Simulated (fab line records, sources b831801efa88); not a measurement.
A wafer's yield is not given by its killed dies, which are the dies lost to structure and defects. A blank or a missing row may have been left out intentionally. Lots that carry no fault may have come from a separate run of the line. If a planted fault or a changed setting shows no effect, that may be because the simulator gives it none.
Which of the tools did it? -- flow sky130 -- 11 lots (31 wafers sampled), 1 step of a 708-step route

== WHAT EACH GAUGE READ, for each wafer ==
SKY_FIELD_ISO_THK_MEAS_04.
lot,measured,on,FIELD_ISO_CVD_03_THK (nm)
L102,day 1 16:46,filmMetro-04,164.7 166.4 165.9
L103,day 1 20:49,filmMetro-02,164.9 164.8 164.7
L105,day 2 04:56,filmMetro-01,163.2 164.8 164.4
L106,day 2 09:31,filmMetro-01,164.9 165.0 165.1
L108,day 2 19:32,filmMetro-02,164.3 164.4 162.2
L112,day 3 23:28,filmMetro-04,163.5 164.4
L115,day 4 07:52,filmMetro-04,162.9 163.0
L119,day 5 03:02,filmMetro-02,163.0 163.5 162.0
L122,day 5 19:47,filmMetro-04,164.0 164.6 163.7
L123,day 5 23:07,filmMetro-04,164.0 164.4 163.9
L124,day 6 03:53,filmMetro-02,163.8 163.7 162.2

== EACH LOT AND THE TOOL THAT RAN IT (in order: tool; ch and the chambers of the sampled wafers; start) ==
Record: no process step prior to these readings.

== THE ANSWER, worked out from the rows above alone ==
Rule: what is usual is taken from the lots themselves. Put in order of their means at a reading, lots are off if they are a third of the lots or fewer, leave a main group of 4 or more, and stand apart from it by a gap of 3 or more times the standard deviation of the main group's means; of several such gaps the widest counts. Not used: any main group whose means are identical at the precision the tables above print for the reading. A lot without any number at a reading at which 4 lots or more have one is off too. Where the step has rows for the other lots, those lots are counted as sound.
No lot is off on any of the readings shown, so nothing can be concluded from this.

== WHAT WAS PUT IN BY THE SIMULATOR ==
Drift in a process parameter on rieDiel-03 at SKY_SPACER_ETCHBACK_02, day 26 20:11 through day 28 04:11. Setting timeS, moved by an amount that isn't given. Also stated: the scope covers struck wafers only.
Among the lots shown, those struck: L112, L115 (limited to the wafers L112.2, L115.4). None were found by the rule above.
